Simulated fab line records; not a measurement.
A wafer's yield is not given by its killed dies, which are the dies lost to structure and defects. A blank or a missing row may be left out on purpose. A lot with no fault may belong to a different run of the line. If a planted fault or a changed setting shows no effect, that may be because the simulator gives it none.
Which tool was responsible? || flow gf180mcu || 14 lots, 42 wafers sampled, at 3 steps of a route of 602

WHAT EACH GAUGE READ, for each wafer
GF_SAB_CD_MEAS_09 targets a cd of 420 nm.
{"lot": "L950", "measured": "day 15 08:24", "on": "cd-sem-01", "cd-nm (nm)": "423.0 424.1 423.3"}
{"lot": "L952", "measured": "day 16 00:05", "on": "cd-sem-01", "cd-nm (nm)": "420.8 420.1 423.7"}
{"lot": "L955", "measured": "day 16 18:31", "on": "cd-sem-02", "cd-nm (nm)": "418.6 418.2 418.8"}
{"lot": "L956", "measured": "day 17 03:27", "on": "cd-sem-01", "cd-nm (nm)": "418.2 419.7 418.3"}
{"lot": "L959", "measured": "day 18 07:05", "on": "cd-sem-02", "cd-nm (nm)": "421.3 421.9 422.3"}
{"lot": "L960", "measured": "day 18 13:45", "on": "cd-sem-02", "cd-nm (nm)": "418.9 420.1 419.3"}
{"lot": "L961", "measured": "day 18 23:47", "on": "cd-sem-01", "cd-nm (nm)": "422.5 422.7 423.2"}
{"lot": "L962", "measured": "day 19 07:52", "on": "cd-sem-01", "cd-nm (nm)": "422.6 422.1 424.9"}
{"lot": "L964", "measured": "day 20 02:06", "on": "cd-sem-02", "cd-nm (nm)": "422.5 422.5 421.8"}
{"lot": "L967", "measured": "day 21 04:20", "on": "cd-sem-01", "cd-nm (nm)": "420.9 420.8 422.6"}
{"lot": "L970", "measured": "day 22 03:33", "on": "cd-sem-01", "cd-nm (nm)": "417.2 416.1 415.8"}
{"lot": "L971", "measured": "day 22 13:54", "on": "cd-sem-02", "cd-nm (nm)": "424.6 422.0 424.3"}
{"lot": "L972", "measured": "day 22 19:20", "on": "cd-sem-01", "cd-nm (nm)": "418.3 419.8 417.8"}
{"lot": "L973", "measured": "day 23 02:44", "on": "cd-sem-01", "cd-nm (nm)": "419.6 420.8 420.9"}

WHAT TOOL EACH LOT RAN ON (gives the tool, then ch and the chambers of the sampled wafers, and finally the start)
{"lot": "L950", "GF_LVPWELL_STRIP_10": "plasma-asher-02 ch 0,1, day 4 00:47", "GF_HV_LDD_HMDS_25": "litho-track-01 ch 0, day 11 09:52"}
{"lot": "L952", "GF_LVPWELL_STRIP_10": "plasma-asher-01 ch 0,1, day 4 09:29", "GF_HV_LDD_HMDS_25": "litho-track-02 ch 0, day 11 18:39"}
{"lot": "L955", "GF_LVPWELL_STRIP_10": "plasma-asher-03 ch 0,1, day 4 23:55", "GF_HV_LDD_HMDS_25": "litho-track-02 ch 0, day 12 13:42"}
{"lot": "L956", "GF_LVPWELL_STRIP_10": "plasma-asher-02 ch 0,1, day 5 05:32", "GF_HV_LDD_HMDS_25": "litho-track-01 ch 0, day 12 20:47"}
{"lot": "L959", "GF_LVPWELL_STRIP_10": "plasma-asher-01 ch 0,1, day 5 23:26", "GF_HV_LDD_HMDS_25": "litho-track-04 ch 0, day 13 22:38"}
{"lot": "L960", "GF_LVPWELL_STRIP_10": "plasma-asher-01 ch 0,1, day 6 04:11", "GF_HV_LDD_HMDS_25": "litho-track-02 ch 0, day 14 03:13"}
{"lot": "L961", "GF_LVPWELL_STRIP_10": "plasma-asher-03 ch 0,1, day 6 08:53", "GF_HV_LDD_HMDS_25": "litho-track-04 ch 0, day 14 11:50"}
{"lot": "L962", "GF_LVPWELL_STRIP_10": "plasma-asher-03 ch 0,1, day 6 15:35", "GF_HV_LDD_HMDS_25": "litho-track-02 ch 0, day 14 20:13"}
{"lot": "L964", "GF_LVPWELL_STRIP_10": "plasma-asher-02 ch 0,1, day 7 02:08", "GF_HV_LDD_HMDS_25": "litho-track-02 ch 0, day 15 11:33"}
{"lot": "L967", "GF_LVPWELL_STRIP_10": "plasma-asher-03 ch 0,1, day 7 20:07", "GF_HV_LDD_HMDS_25": "litho-track-01 ch 0, day 16 11:44"}
{"lot": "L970", "GF_LVPWELL_STRIP_10": "plasma-asher-02 ch 1, day 8 12:35", "GF_HV_LDD_HMDS_25": "litho-track-01 ch 0, day 17 11:32"}
{"lot": "L971", "GF_LVPWELL_STRIP_10": "plasma-asher-01 ch 1, day 8 18:22", "GF_HV_LDD_HMDS_25": "litho-track-04 ch 0, day 17 20:48"}
{"lot": "L972", "GF_LVPWELL_STRIP_10": "plasma-asher-03 ch 0,1, day 8 23:08", "GF_HV_LDD_HMDS_25": "litho-track-04 ch 0, day 18 02:44"}
{"lot": "L973", "GF_LVPWELL_STRIP_10": "plasma-asher-02 ch 0,1, day 9 05:01", "GF_HV_LDD_HMDS_25": "litho-track-04 ch 0, day 18 09:50"}
- GF_LVPWELL_STRIP_10: strips in O2/N2.
- GF_HV_LDD_HMDS_25: prime time 60 s.

AS READ BY THE TOOLS THEMSELVES (means over the sampled wafers that have a number; for cases with no such wafer, the mark the record gives instead)
GF_LVPWELL_STRIP_10.
{"lot": "L950", "tool": "plasma-asher-02", "drypump-motor-current-A (A)": 6.0, "heater-power-w (W)": 347, "oes-product-au (a.u.)": 0.723, "strip-time-to-endpoint-s (s)": 36.86}
{"lot": "L952", "tool": "plasma-asher-01", "drypump-motor-current-A (A)": 5.2, "heater-power-w (W)": 318, "oes-product-au (a.u.)": 0.726, "strip-time-to-endpoint-s (s)": 37.03}
{"lot": "L955", "tool": "plasma-asher-03", "drypump-motor-current-A (A)": 5.9, "heater-power-w (W)": 364, "oes-product-au (a.u.)": 0.725, "strip-time-to-endpoint-s (s)": 36.91}
{"lot": "L956", "tool": "plasma-asher-02", "drypump-motor-current-A (A)": 6.0, "heater-power-w (W)": 349, "oes-product-au (a.u.)": 0.723, "strip-time-to-endpoint-s (s)": 37.07}
{"lot": "L959", "tool": "plasma-asher-01", "drypump-motor-current-A (A)": 5.2, "heater-power-w (W)": 318, "oes-product-au (a.u.)": 0.726, "strip-time-to-endpoint-s (s)": 36.81}
{"lot": "L960", "tool": "plasma-asher-01", "drypump-motor-current-A (A)": 5.3, "heater-power-w (W)": 351, "oes-product-au (a.u.)": 0.722, "strip-time-to-endpoint-s (s)": 36.93}
{"lot": "L961", "tool": "plasma-asher-03", "drypump-motor-current-A (A)": 5.9, "heater-power-w (W)": 366, "oes-product-au (a.u.)": 0.724, "strip-time-to-endpoint-s (s)": 37.08}
{"lot": "L962", "tool": "plasma-asher-03", "drypump-motor-current-A (A)": 5.7, "heater-power-w (W)": 355, "oes-product-au (a.u.)": 0.722, "strip-time-to-endpoint-s (s)": 36.72}
{"lot": "L964", "tool": "plasma-asher-02", "drypump-motor-current-A (A)": 6.3, "heater-power-w (W)": 352, "oes-product-au (a.u.)": 0.717, "strip-time-to-endpoint-s (s)": 37.10}
{"lot": "L967", "tool": "plasma-asher-03", "drypump-motor-current-A (A)": 5.7, "heater-power-w (W)": 356, "oes-product-au (a.u.)": 0.724, "strip-time-to-endpoint-s (s)": 36.86}
{"lot": "L970", "tool": "plasma-asher-02", "drypump-motor-current-A (A)": 5.7, "heater-power-w (W)": 330, "oes-product-au (a.u.)": 0.727, "strip-time-to-endpoint-s (s)": 37.05}
{"lot": "L971", "tool": "plasma-asher-01", "drypump-motor-current-A (A)": 5.4, "heater-power-w (W)": 372, "oes-product-au (a.u.)": 0.723, "strip-time-to-endpoint-s (s)": 37.08}
{"lot": "L972", "tool": "plasma-asher-03", "drypump-motor-current-A (A)": 5.7, "heater-power-w (W)": 355, "oes-product-au (a.u.)": 0.721, "strip-time-to-endpoint-s (s)": 36.90}
{"lot": "L973", "tool": "plasma-asher-02", "drypump-motor-current-A (A)": 6.0, "heater-power-w (W)": 344, "oes-product-au (a.u.)": 0.720, "strip-time-to-endpoint-s (s)": 36.92}

GF_HV_LDD_HMDS_25.
{"lot": "L950", "tool": "litho-track-01", "exhaust-pa (Pa)": 44.6, "prime-temp-c (C)": 120.08}
{"lot": "L952", "tool": "litho-track-02", "exhaust-pa (Pa)": 45.7, "prime-temp-c (C)": 119.78}
{"lot": "L955", "tool": "litho-track-02", "exhaust-pa (Pa)": 46.1, "prime-temp-c (C)": 120.26}
{"lot": "L956", "tool": "litho-track-01", "exhaust-pa (Pa)": 45.1, "prime-temp-c (C)": 120.09}
{"lot": "L959", "tool": "litho-track-04", "exhaust-pa (Pa)": 44.7, "prime-temp-c (C)": 122.45}
{"lot": "L960", "tool": "litho-track-02", "exhaust-pa (Pa)": 46.2, "prime-temp-c (C)": 119.96}
{"lot": "L961", "tool": "litho-track-04", "exhaust-pa (Pa)": 44.1, "prime-temp-c (C)": 122.51}
{"lot": "L962", "tool": "litho-track-02", "exhaust-pa (Pa)": 44.8, "prime-temp-c (C)": 120.07}
{"lot": "L964", "tool": "litho-track-02", "exhaust-pa (Pa)": 45.6, "prime-temp-c (C)": 120.10}
{"lot": "L967", "tool": "litho-track-01", "exhaust-pa (Pa)": 45.2, "prime-temp-c (C)": 119.96}
{"lot": "L970", "tool": "litho-track-01", "exhaust-pa (Pa)": 44.9, "prime-temp-c (C)": 120.11}
{"lot": "L971", "tool": "litho-track-04", "exhaust-pa (Pa)": 44.8, "prime-temp-c (C)": 119.91}
{"lot": "L972", "tool": "litho-track-04", "exhaust-pa (Pa)": 45.7, "prime-temp-c (C)": 119.98}
{"lot": "L973", "tool": "litho-track-04", "exhaust-pa (Pa)": 44.8, "prime-temp-c (C)": 119.94}

THE ANSWER, worked out from the rows above alone
Rule: the lots themselves supply what counts as usual. Put in order of their means at a reading, lots are off if they are a third of the lots or fewer, leave a main group of 4 or more, and stand apart from it by a gap of 3 or more times the standard deviation of the main group's means; of several such gaps the widest counts. Not used: any main group whose means are identical at the precision the tables above print for the reading. A lot without any number at a reading at which 4 lots or more have one is off too. The other lots that the step has rows for count as sound. First the gauges in route order, then the tools' own readings, where a lot's mean is used as printed above. At the first step where some lot is off, the reading lying furthest off is the one used; lots without a number count as furthest.
Off at GF_HV_LDD_HMDS_25 (prime-temp-c): L959, L961. The main group has a mean of 120.02 C with a standard deviation of 0.12.
If a tool, at that step or one of the process steps before it, ran each lot that is off and ran no sound lot following the first of them, it fits. Of those tried, none fits.

WHAT WAS PUT IN BY THE SIMULATOR
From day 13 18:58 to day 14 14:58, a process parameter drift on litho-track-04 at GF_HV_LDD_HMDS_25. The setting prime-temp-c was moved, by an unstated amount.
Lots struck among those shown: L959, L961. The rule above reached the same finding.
